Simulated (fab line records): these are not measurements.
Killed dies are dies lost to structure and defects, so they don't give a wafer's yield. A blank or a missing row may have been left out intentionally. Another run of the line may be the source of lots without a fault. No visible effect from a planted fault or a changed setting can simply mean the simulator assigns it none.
fab line records	flow sky130
[record] lots = 6	wafers = 18	lastDay = 50
route steps=708 shown SONOS_ONO@186 GATE_OXIDE@187 PAD_OPEN@708
lots untouched by any fault: they come from a run of this same line in which no faults occurred
startH: hours from the record's opening day to when the first of the lot's shown wafers began	waitH: hours since the lot's step before	" the same as in the row above	L1.1+2: a row that stands for several wafers	- no value present, or no start provided	* or withheld: withheld	< > ~ a bound
route shown NAME@n: names a module that has steps shown in the file, with the first one's number in the route	usual: mean/standard deviation taken from wafers without a fault	same: alike in all rows	chamber/n: place in a boat	sites: per-site readings	_std_site: the values' standard deviation	_edge_site: inner sites' mean taken away from outer sites' mean	radiusMm: for every site, how far away it sits from the centre of the wafer	mask NAME#n: copy n	behind: tool/chamber where the wafer was last shaped	hold: cause of the lot's hold/its duration in hours/its outcome	device: which transistor (n, p or np) failed to switch	end of line: the route-end tests of the same wafers	a step given without rows: its recipe and nothing more	killed: the dies lost at the first sort to structure and to defects; this is not the yield of the wafer	map: a wafer's dies, marking killed ones x, the rest . and places with no die _
set.NAME: setting as actually run; set.NAME@STEP: the setting as run at that earlier step	model.NAME: the simulator's own value behind a step, which no gauge read
lots at selected steps of the route; one table per step, one row per wafer
services: from which hour (startH, from the record's first day; less than 0 if before it) a tool's chamber was out of use, for how many hours, and why
[[steps]]
[step SKY_SONOS_ONO_WET_ETCH_18]
[recipe] chemistry = H3PO4	targetDepthNm = 15	target = Si3N4	tempC = 160	timeS = 172
[step SKY_GATE_OXIDE_CLEAN_00]
[recipe] chemistry = SC1/SC2	mix = 1:4:20	tempC = 70	timeS = 150	dry = n2Spin
[step SKY_GATE_OXIDE_OXIDATION_01]
[recipe] tempC = 900	ambient = O2	stabiliseS = 600	purgeS = 300	targetThkA = 102.68	oxTimeS = 1473
[step SKY_GATE_OXIDE_THK_MEAS_02]
[recipe] reads = SiO2_of_GATE_OXIDE_OXIDATION_01
[usual] GATE_OXIDE_OXIDATION_00_THK = 10.22/0.2
lot.wafer	tool	chamber	startH	waitH	GATE_OXIDE_OXIDATION_00_THK[nm]
L640.1	filmMetro-03	-	310.40	0.0	10.18
L640.4	"	-	"	"	10.16
L640.6	"	-	"	"	10.11
L641.2	filmMetro-02	-	318.25	0.0	10.15
L641.3	"	-	"	"	10.05
L641.5	"	-	"	"	10.11
L657.2	filmMetro-03	-	449.11	0.0	10.10
L657.4	"	-	"	"	10.08
L657.6	"	-	"	"	10.04
L658.1	filmMetro-02	-	451.81	0.0	10.43
L658.2	"	-	"	"	10.34
L658.6	"	-	"	"	10.51
L659.1	filmMetro-03	-	465.53	0.0	10.25
L659.5	"	-	"	"	10.21
L659.6	"	-	"	"	10.26
L660.2	filmMetro-02	-	470.61	0.0	10.37
L660.5	"	-	"	"	10.22
L660.6	"	-	"	"	10.25
[step SKY_GATE_OXIDE_DEHYDRATE_03]
[recipe] tempC = 200	timeS = 60
[step SKY_GATE_OXIDE_HMDS_04]
[recipe] primeTimeS = 60	primeTempC = 120
[step SKY_GATE_OXIDE_COAT_05]
[recipe] resist = NOVOLAK	spinRpm = 3000	resistThkNm = 1140
[step SKY_GATE_OXIDE_SOFTBAKE_06]
[recipe] tempC = 90	timeS = 60	resist = NOVOLAK
[step SKY_GATE_OXIDE_EXPOSE_07]
[recipe] maskId = LVOM	na = 0.6	sourceShape = conventional	sigmaOuter = 0.6	polarization = unpolarized	targetCdNm = 600	doseMj = 166.3
[step SKY_GATE_OXIDE_PEB_08]
[recipe] tempC = withheld	timeS = *	resist = NOVOLAK
[step SKY_GATE_OXIDE_DEVELOP_09]
[recipe] resist = NOVOLAK	developer = TMAH	developTimeS = 60	devTempC = 23
[step SKY_GATE_OXIDE_OVL_MEAS_10]
[usual] GATE_OXIDE_OVL = 0.2/1.5
lot.wafer	tool	chamber	startH	waitH	GATE_OXIDE_OVL[nm]
L640.1	overlay-01	-	336.03	0.1	-2.6
L640.4	"	-	"	"	-1.0
L640.6	"	-	"	"	-1.1
L641.2	overlay-02	-	344.33	0.1	-2.5
L641.3	"	-	"	"	-2.0
L641.5	"	-	"	"	-2.2
L657.2	overlay-01	-	479.59	0.1	0.6
L657.4	"	-	"	"	0.0
L657.6	"	-	"	"	0.3
L658.1	overlay-01	-	482.63	0.1	-1.6
L658.2	"	-	"	"	-0.2
L658.6	"	-	"	"	0.4
L659.1	overlay-01	-	496.87	0.1	-0.4
L659.5	"	-	"	"	-0.4
L659.6	"	-	"	"	-1.7
L660.2	overlay-02	-	500.88	0.1	-0.9
L660.5	"	-	"	"	-1.5
L660.6	"	-	"	"	-0.8
[step SKY_GATE_OXIDE_IMPLANT_11]
[recipe] species = B	energyKev = 10	doseCm2 = 2.6e+12	tiltDeg = withheld
[usual] doseIonsCm2 = 2.599e+12/3e+09	faradayCurrentUA = 14.70/0.28
lot.wafer	tool	chamber	startH	waitH	doseIonsCm2	faradayCurrentUA
L640.1	implanter-03	0	336.06	0.0	2.599e+12	14.76
L640.4	"	0	"	"	2.599e+12	14.66
L640.6	"	0	"	"	2.598e+12	15.08
L641.2	implanter-02	0	344.38	0.0	2.596e+12	15.04
L641.3	"	0	"	"	2.598e+12	14.42
L641.5	"	0	"	"	2.598e+12	14.49
L657.2	implanter-03	0	479.64	0.0	1.858e+12	10.47
L657.4	"	0	"	"	1.855e+12	10.64
L657.6	"	0	"	"	1.858e+12	10.46
L658.1	implanter-03	0	482.67	0.0	1.863e+12	10.57
L658.2	"	0	"	"	1.858e+12	10.90
L658.6	"	0	"	"	1.854e+12	10.83
L659.1	implanter-04	0	496.91	0.0	2.598e+12	14.41
L659.5	"	0	"	"	2.602e+12	14.92
L659.6	"	0	"	"	2.603e+12	15.18
L660.2	implanter-02	0	500.94	0.0	2.6e+12	14.78
L660.5	"	0	"	"	2.6e+12	14.81
L660.6	"	0	"	"	2.601e+12	14.46
[step SKY_GATE_OXIDE_WET_ETCH_12]
[recipe] chemistry = dHF	targetDepthNm = 16.8	dry = n2Spin	target = SiO2	dilution = 100:1	tempC = 25	timeS = 336
[step SKY_GATE_OXIDE_STRIP_13]
[recipe] chemistry = O2/N2	powerW = 1400	pressureMtorr = 1500	platenTempC = withheld	o2FlowSccm = 3000	n2FlowSccm = 300	overashFraction = 0.5
[usual] drypumpMotorCurrentA = 5.7/0.46	oesProductAu = 0.716/0.0045	stripTimeToEndpointS = 14.20/0.046
lot.wafer	tool	chamber	startH	waitH	drypumpMotorCurrentA	oesProductAu	rfHoursCounterH	stripTimeToEndpointS
L640.1	plasmaAsher-03	0	336.31	0.0	6.3	0.720	65	14.17
L640.4	"	0	"	"	6.3	0.712	-	14.20
L640.6	"	0	"	"	6.3	0.721	-	14.18
L641.2	plasmaAsher-01	0	344.61	0.0	5.1	0.715	23	14.20
L641.3	"	0	"	"	5.0	0.708	-	14.20
L641.5	"	1	"	"	5.6	0.719	-	14.22
L657.2	plasmaAsher-02	1	479.87	0.0	5.8	0.720	64	14.15
L657.4	"	0	"	"	6.4	0.709	-	14.16
L657.6	"	1	"	"	5.8	0.715	-	14.14
L658.1	plasmaAsher-01	1	482.92	0.0	5.6	0.722	37	14.18
L658.2	"	0	"	"	5.0	0.722	37	14.17
L658.6	"	1	"	"	5.6	0.712	-	14.12
L659.1	plasmaAsher-03	1	497.16	0.0	5.4	0.712	81	14.22
L659.5	"	1	"	"	5.4	0.716	-	14.20
L659.6	"	0	"	"	6.3	0.716	-	14.28
L660.2	plasmaAsher-01	1	501.16	0.0	5.6	0.712	39	14.23
L660.5	"	1	"	"	5.6	0.718	-	14.23
L660.6	"	0	"	"	5.1	0.718	-	14.22
[step SKY_GATE_OXIDE_TW_MEAS_14]
[usual] GATE_OXIDE_TW = 224.0/1.4
lot.wafer	tool	chamber	startH	waitH	hold	GATE_OXIDE_TW
L640.1	filmMetro-02	-	336.41	0.1	-	225.1
L640.4	"	-	"	"	-	224.6
L640.6	"	-	"	"	-	224.7
L641.2	filmMetro-01	-	344.72	0.1	-	224.8
L641.3	"	-	"	"	-	224.6
L641.5	"	-	"	"	-	225.9
L657.2	filmMetro-02	-	479.98	0.1	awaitDispo/0.2h/release	202.2
L657.4	"	-	"	"	awaitDispo/0.2h/release	203.5
L657.6	"	-	"	"	awaitDispo/0.2h/release	204.2
L657.2	filmMetro-02	-	480.21	0.2	-	203.9
L657.4	"	-	"	"	-	202.0
L657.6	"	-	"	"	-	203.8
L658.1	filmMetro-03	-	483.02	0.1	awaitDispo/0.2h/release	200.8
L658.2	"	-	"	"	awaitDispo/0.2h/release	201.4
L658.6	"	-	"	"	awaitDispo/0.2h/release	201.5
L658.1	filmMetro-03	-	483.25	0.2	-	201.9
L658.2	"	-	"	"	-	202.3
L658.6	"	-	"	"	-	201.3
L659.1	filmMetro-03	-	497.26	0.1	-	221.6
L659.5	"	-	"	"	-	221.2
L659.6	"	-	"	"	-	220.4
L660.2	filmMetro-02	-	501.27	0.1	-	223.7
L660.5	"	-	"	"	-	224.1
L660.6	"	-	"	"	-	223.5
[step SKY_PAD_OPEN_PROBE_99]
[usual] killed_at_M0_to_M3 = 44/7	killed_at_M4_up = 3.0/1.8	killedAtContacts = 24/4.9	killedAtFrontEnd = 15/5	killedAtOther = 0.2/0.53	killedDies = 87/8.7	killedOpen = 48/6.8	killedShort = 39/5.7
[same] grossDies = 492	killedAtBackSide = 0
lot.wafer	tool	chamber	startH	waitH	hold	killed_at_M0_to_M3	killed_at_M4_up	killedAtContacts	killedAtFrontEnd	killedAtOther	killedDies	killedOpen	killedShort	model.etest.tipP.rsOhmSq	model.etest.pfet_01v8.rOnOhmUm	model.etest.nfet_01v8_lvt.driveUaUm	model.etest.nfet_01v8.driveUaUm	model.etest.nfet_01v8_swapped.driveUaUm	model.etest.nfet_01v8_turned.driveUaUm	model.etest.sramNfetPass.driveUaUm	model.etest.nfet_01v8.rOnOhmUm
L640.1	prober-02	-	1096.25	0.1	-	53	3	30	12	2	100	56	44	7057	3016	572.9	496.1	500.5	498	478	845
L640.4	prober-02	-	1096.40	0.2	-	52	2	27	14	0	95	52	43	7037	3025	564.9	493.4	498.9	494.6	463.6	838.1
L640.6	prober-02	-	1096.50	0.2	-	45	1	24	17	1	88	50	38	7058	2959	576.1	504.7	502.7	501.5	489.5	825.3
L641.2	prober-01	-	1101.41	0.1	-	47	4	25	9	0	85	47	38	6935	2943	579.1	506.9	508.9	510.2	485.6	833.4
L641.3	prober-01	-	1101.46	0.2	-	53	4	14	12	0	83	50	33	6945	2948	564.7	499.6	500.4	500.8	498.8	848.4
L641.5	prober-01	-	1101.56	0.2	-	44	1	24	17	1	87	49	38	6909	2953	574.2	498.1	494.3	499.1	479	840.5
L657.2	prober-01	-	1186.06	0.1	awaitDispo/7.7h/release	40	2	22	11	0	75	41	34	7176	3096	635.9	553.2	556	559	551.8	790.6
L657.4	prober-01	-	1186.16	0.2	awaitDispo/7.7h/release	64	2	21	24	0	111	70	41	7098	3126	637.4	552	554.9	554.5	547.1	784.3
L657.6	prober-01	-	1186.26	0.2	awaitDispo/7.7h/release	40	2	24	19	0	85	34	51	7187	3124	638	552.9	551.8	549.9	524	785
L658.1	prober-02	-	1186.97	0.1	awaitDispo/2.9h/release	48	2	18	9	0	77	43	34	7373	3271	616.6	540.7	546	541	506.2	805.1
L658.2	prober-02	-	1187.02	0.1	awaitDispo/2.9h/release	31	4	22	20	1	78	49	29	7356	3257	610.3	536.1	535.7	533.3	511.7	814
L658.6	prober-02	-	1187.22	0.2	awaitDispo/2.9h/release	49	3	16	15	0	83	40	43	7442	3167	634.4	553.8	557.8	557.7	539.8	785.5
L659.1	prober-01	-	1194.78	0.1	-	53	3	31	18	0	105	63	42	6951	2957	570.8	499.3	500.3	500.5	486.3	834.4
L659.5	prober-01	-	1194.98	0.2	-	55	5	25	10	1	96	57	39	6952	2922	581	505	507.8	502.8	491.4	830.2
L659.6	prober-01	-	1195.03	0.2	-	47	4	24	17	0	92	51	41	6951	2910	587.7	507.6	512.7	509.7	503.3	818.9
L660.2	prober-02	-	1199.54	0.1	-	49	2	18	9	0	78	47	31	6902	2904	560	485.1	486.9	487.1	482.4	855.6
L660.5	prober-02	-	1199.69	0.2	-	35	1	33	13	0	82	50	32	6882	2919	556.2	485.5	486.8	487.4	491.6	867.5
L660.6	prober-02	-	1199.74	0.2	-	41	1	25	18	0	85	52	33	6832	2894	564.4	495.1	495.7	495.7	502.5	847.8
// killed by level:class
L640.1 VIA1:geometricParticle:open=13 VIA3:geometricParticle:open=11 CONTACT:geometricParticle:open=9 LI_CONTACT:geometricParticle:open=8 METAL1:geometricParticle:short=8 CONTACT:geometricParticle:short=7 POLY_GATE:geometricParticle:short=5 VIA1:geometricParticle:short=5
L640.4 CONTACT:geometricParticle:open=15 VIA1:geometricParticle:open=14 METAL2:geometricParticle:short=8 METAL1:geometricParticle:short=6 VIA2:geometricParticle:open=6 CONTACT:geometricParticle:short=5 VIA1:geometricParticle:short=5 FIELD_ISO:geometricParticle:short=4
L640.6 CONTACT:geometricParticle:open=11 METAL1:geometricParticle:short=11 VIA1:geometricParticle:open=10 FIELD_ISO:geometricParticle:open=7 CONTACT:geometricParticle:short=6 METAL2:geometricParticle:short=6 POLY_GATE:geometricParticle:open=5 VIA3:geometricParticle:open=5
L641.2 VIA2:geometricParticle:open=10 CONTACT:geometricParticle:open=10 VIA3:geometricParticle:open=8 LI_CONTACT:geometricParticle:open=7 VIA1:geometricParticle:open=7 METAL2:geometricParticle:short=7 METAL1:geometricParticle:short=6 VIA1:geometricParticle:short=5
L641.3 VIA1:geometricParticle:open=16 VIA2:geometricParticle:open=9 POLY_GATE:geometricParticle:short=7 LI_CONTACT:geometricParticle:open=6 VIA3:geometricParticle:open=5 METAL1:geometricParticle:short=4 METAL1:geometricParticle:open=4 VIA2:geometricParticle:short=4
L641.5 CONTACT:geometricParticle:open=11 VIA3:geometricParticle:open=8 VIA1:geometricParticle:open=8 LI_CONTACT:geometricParticle:open=7 VIA2:geometricParticle:open=6 FIELD_ISO:geometricParticle:short=5 POLY_GATE:geometricParticle:short=4 VIA1:geometricParticle:short=4
L657.2 CONTACT:geometricParticle:open=10 LOCAL_INTERCONNECT:geometricParticle:short=7 VIA1:geometricParticle:open=7 VIA3:geometricParticle:open=7 METAL1:geometricParticle:short=5 METAL2:geometricParticle:short=5 METAL3:geometricParticle:short=5 FIELD_ISO:geometricParticle:open=4
L657.4 VIA1:geometricParticle:open=21 CONTACT:geometricParticle:open=12 VIA3:geometricParticle:open=10 VIA2:geometricParticle:open=7 POLY_GATE:geometricParticle:open=7 VIA1:geometricParticle:short=6 METAL2:geometricParticle:short=6 POLY_GATE:geometricParticle:short=5
L657.6 METAL1:geometricParticle:short=9 CONTACT:geometricParticle:short=9 POLY_GATE:geometricParticle:short=8 VIA1:geometricParticle:open=8 CONTACT:geometricParticle:open=7 FIELD_ISO:geometricParticle:open=4 LOCAL_INTERCONNECT:geometricParticle:short=4 VIA1:geometricParticle:short=4
L658.1 VIA1:geometricParticle:open=13 CONTACT:geometricParticle:open=8 METAL1:geometricParticle:short=8 METAL2:geometricParticle:short=7 SPACER:geometricParticle:open=4 CONTACT:geometricParticle:short=4 VIA1:geometricParticle:short=4 METAL1:geometricParticle:open=4
L658.2 VIA1:geometricParticle:open=12 CONTACT:geometricParticle:open=11 FIELD_ISO:geometricParticle:open=9 VIA2:geometricParticle:open=4 POLY_GATE:geometricParticle:open=3 SPACER:geometricParticle:short=3 LI_CONTACT:geometricParticle:open=3 LOCAL_INTERCONNECT:geometricParticle:short=3
L658.6 VIA1:geometricParticle:open=15 METAL1:geometricParticle:short=6 CONTACT:geometricParticle:open=6 VIA1:geometricParticle:short=6 FIELD_ISO:geometricParticle:short=5 VIA2:geometricParticle:short=5 FIELD_ISO:geometricParticle:open=4 LOCAL_INTERCONNECT:geometricParticle:short=4
L659.1 CONTACT:geometricParticle:open=13 VIA1:geometricParticle:open=10 VIA3:geometricParticle:open=10 LI_CONTACT:geometricParticle:open=8 VIA2:geometricParticle:open=8 POLY_GATE:geometricParticle:short=6 VIA1:geometricParticle:short=6 LOCAL_INTERCONNECT:geometricParticle:short=5
L659.5 VIA2:geometricParticle:open=11 VIA1:geometricParticle:open=10 CONTACT:geometricParticle:open=9 METAL1:geometricParticle:short=8 LI_CONTACT:geometricParticle:open=6 VIA1:geometricParticle:short=6 CONTACT:geometricParticle:short=5 VIA3:geometricParticle:open=4
L659.6 VIA1:geometricParticle:open=10 VIA3:geometricParticle:open=8 LI_CONTACT:geometricParticle:open=7 VIA1:geometricParticle:short=7 CONTACT:geometricParticle:short=6 CONTACT:geometricParticle:open=6 VIA2:geometricParticle:open=6 POLY_GATE:geometricParticle:open=4
L660.2 VIA1:geometricParticle:open=10 VIA3:geometricParticle:open=8 VIA2:geometricParticle:open=7 METAL2:geometricParticle:short=6 LI_CONTACT:geometricParticle:open=5 CONTACT:geometricParticle:open=5 VIA3:geometricParticle:short=5 VIA2:geometricParticle:short=4
L660.5 CONTACT:geometricParticle:open=11 LI_CONTACT:geometricParticle:open=9 LOCAL_INTERCONNECT:geometricParticle:short=8 VIA1:geometricParticle:open=8 VIA2:geometricParticle:open=6 FIELD_ISO:geometricParticle:open=4 VIA1:geometricParticle:short=4 METAL1:geometricParticle:short=4
L660.6 VIA1:geometricParticle:open=12 CONTACT:geometricParticle:open=11 VIA2:geometricParticle:open=8 CONTACT:geometricParticle:short=6 POLY_GATE:geometricParticle:short=5 LI_CONTACT:geometricParticle:open=5 METAL1:geometricParticle:short=5 VIA3:geometricParticle:short=5
// map L657.4 (x killed, . not)
__________.........x_________
________..x..........._______
______..x...x..x.x..xxxx_____
_____..........x..x......____
____.x............x..x..x.___
___.x......xxx..........xxx__
__...x...xx.....x...x.....x._
_...x.................x....x.
_........x..................x
_...x......xx....xx....xx....
_.x....xx..xx.x.xx..........x
_...........xxx..xxx.....xx..
_.x..x........x...x..xx....xx
_xx.x.x..x.x.....x.x....x....
_..x..x.......x..x..x..x...xx
__xx...xx................x.._
___..xx..x...x.....x..x...x__
____x..........x..x...x...___
_____..x.x.x....xx.......____
______......x........x.x_____
________x............._______
__________x......xx._________
// map L658.6 (x killed, . not)
__________..x.....xx_________
________x........x...x_______
______.xx...x.x......x.._____
_____.......x..x.........____
____.........x...x....x...___
___..............xxxx......__
__.x..x..x....x.......x....._
_...............x.xx......x..
_....x.x..x.x..............x.
_...x....x.x.....x...........
_..............x....xx...x...
_.x...xx.x...........x.x...x.
_..x.........x.....xx.x.x.x..
_...x.........x......x.......
_x...............x.x..x......
__.......x.x.........x......_
___.....x.x..xx.........x.x__
____.......xx.........x...___
_____..x.......x.......x.____
______......x...x.x....._____
________....x...x....._______
__________.........._________
[[services]]
tool	chamber	startH	hours	kind
implanter-02	-	325.29	1.7	repair
implanter-04	-	354.77	9.3	repair
implanter-03	-	360.27	1.9	repair
implanter-03	-	387.24	5.3	repair
implanter-03	-	412.92	0.9	repair
implanter-02	-	448.95	5.7	repair
implanter-03	-	458.69	2.9	pm
plasmaAsher-01	-	464.44	0.6	repair
plasmaAsher-02	-	490.29	15.6	pm
implanter-03	-	497.48	1.3	repair
[[key]]
[firstSign] step = SKY_GATE_OXIDE_IMPLANT_11	reading = doseIonsCm2	direction = down	sigmas = 99+	usual = *	struck = *
[effect] step = SKY_GATE_OXIDE_IMPLANT_11	reading = faradayCurrentUA	direction = down	sigmas = 14	usual = 14.70	struck = 10.65
[effect] step = SKY_GATE_OXIDE_TW_MEAS_14	reading = visit	direction = added
[effect] step = SKY_GATE_OXIDE_TW_MEAS_14	reading = GATE_OXIDE_TW	direction = down	sigmas = 16	usual = 224.0	struck = 202.3
[effect] step = SKY_PAD_OPEN_PROBE_99	reading = hold	direction = added
[modelEffect] step = SKY_PAD_OPEN_PROBE_99	value = etest.tipP.rsOhmSq	without = 6915	struck = 7272
metAt SKY_GATE_OXIDE_IMPLANT_11
struckWafers L657.2,L657.4,L657.6,L658.1,L658.2,L658.6
testerLeftOut L657,L658
onsetBetween 336.06 479.64
[fault] kind = processParameterDrift	tool = implanter-03	chamber = -	onsetH = 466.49	steps = SKY_GATE_OXIDE_IMPLANT_11	channel = doseCm2	offset = *	shape = step	endH = 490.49	actsIn = *	stated = *
// testerLeftOut: of these lots the tester's yield and bins aren't shown, on N5 and GAA mostly nor the transistor test; their killed dies are dies lost to structure and defects alone, not to doping, threshold or leakage, so they don't give the yield
